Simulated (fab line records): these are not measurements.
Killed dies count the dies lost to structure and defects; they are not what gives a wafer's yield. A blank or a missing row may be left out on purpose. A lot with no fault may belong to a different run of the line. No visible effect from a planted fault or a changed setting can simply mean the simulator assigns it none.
The tool behind it: which one? | flow sky130 | 11 lots with 33 wafers sampled at 4 steps, on a route of 708 steps

== WHAT EACH GAUGE READ, for each wafer ==
SKY_SD_N_TW_MEAS_12.
lot  | measured     | on            | SD_N_TW
L952 | day 28 10:50 | film metro-02 | 3981 3975 3962
L953 | day 28 13:44 | film metro-04 | 3965 3951 3960
L954 | day 28 23:23 | film metro-04 | 3951 3971 3954
L955 | day 29 03:38 | film metro-03 | 3974 3971 3975
L956 | day 30 08:40 | film metro-04 | 3929 3932 3933
L958 | day 30 13:41 | film metro-02 | 3979 3967 3967
L959 | day 30 17:39 | film metro-04 | 3844 3845 3848
L960 | day 31 19:02 | film metro-02 | 3852 3862 3857
L973 | day 35 09:25 | film metro-02 | 3970 3955 3970
L972 | day 35 10:24 | film metro-04 | 3947 3981 3951
L974 | day 35 14:11 | film metro-03 | 3989 3988 3965

== EACH LOT AND THE TOOL THAT RAN IT (in order: tool; ch and the chambers of the sampled wafers; start) ==
lot  | SKY_POLY_CUT_ETCH_10               | SKY_SD_N_IMPLANT_09             | SKY_SD_N_STRIP_11
L952 | rie diel-03 ch 1,2, day 24 19:55   | implanter-03 ch 0, day 28 10:26 | plasma asher-01 ch 0,1, day 28 10:44
L953 | rie diel-03 ch 1,2,3, day 24 23:37 | implanter-02 ch 0, day 28 13:20 | plasma asher-03 ch 0,1, day 28 13:37
L954 | rie diel-04 ch 0,2, day 25 08:03   | implanter-02 ch 0, day 28 22:59 | plasma asher-03 ch 0,1, day 28 23:17
L955 | rie diel-04 ch 0,2, day 25 12:43   | implanter-04 ch 0, day 29 03:14 | plasma asher-01 ch 0,1, day 29 03:32
L956 | rie diel-01 ch 0,2,3, day 26 18:50 | implanter-02 ch 0, day 30 08:16 | plasma asher-03 ch 0,1, day 30 08:34
L958 | rie diel-01 ch 0,1,3, day 27 00:05 | implanter-03 ch 0, day 30 13:17 | plasma asher-03 ch 0,1, day 30 13:35
L959 | rie diel-03 ch 1,2, day 27 03:36   | implanter-03 ch 0, day 30 17:17 | plasma asher-02 ch 0,1, day 30 17:34
L960 | rie diel-04 ch 1,2, day 28 07:19   | implanter-03 ch 0, day 31 18:38 | plasma asher-02 ch 0,1, day 31 18:56
L973 | rie diel-01 ch 0,3, day 32 00:29   | implanter-04 ch 0, day 35 09:02 | plasma asher-03 ch 0,1, day 35 09:19
L972 | rie diel-04 ch 2,3, day 32 01:10   | implanter-04 ch 0, day 35 10:02 | plasma asher-01 ch 0,1, day 35 10:19
L974 | rie diel-03 ch 0,2,3, day 32 07:19 | implanter-02 ch 0, day 35 13:47 | plasma asher-01 ch 0,1, day 35 14:04
- SKY_POLY_CUT_ETCH_10: etches BARC in N2/H2, stops on SiO2, time 45.9 s, target depth 60 nm.
- SKY_SD_N_IMPLANT_09
- SKY_SD_N_STRIP_11: strips in O2/N2.

== THE ANSWER, worked out from the rows above alone ==
Rule: what is usual is taken from the lots themselves. Put in order of their means at a reading, lots are off if they are a third of the lots or fewer, leave a main group of 4 or more, and stand apart from it by a gap of 3 or more times the standard deviation of the main group's means; of several such gaps the widest counts. A main group is skipped when, at the precision printed for the reading in the tables above, its means are all equal. A lot without any number at a reading at which 4 lots or more have one is off too. Where the step has rows for the other lots, those lots are counted as sound.
Off: L959, L960, seen at SKY_SD_N_TW_MEAS_12 (SD_N_TW). Mean 3963 and standard deviation 13 in the main group.
If a tool, at a process step before that reading, ran all the lots that are off and no sound lot after the first of them, it fits. Gauges at SKY_SD_N_TW_MEAS_12: tried the same way as those tools. This does not decide it: 2 tools fit, namely implanter-03 at SKY_SD_N_IMPLANT_09 and plasma asher-02 at SKY_SD_N_STRIP_11.

== WHAT THE SIMULATOR HAD INSERTED ==
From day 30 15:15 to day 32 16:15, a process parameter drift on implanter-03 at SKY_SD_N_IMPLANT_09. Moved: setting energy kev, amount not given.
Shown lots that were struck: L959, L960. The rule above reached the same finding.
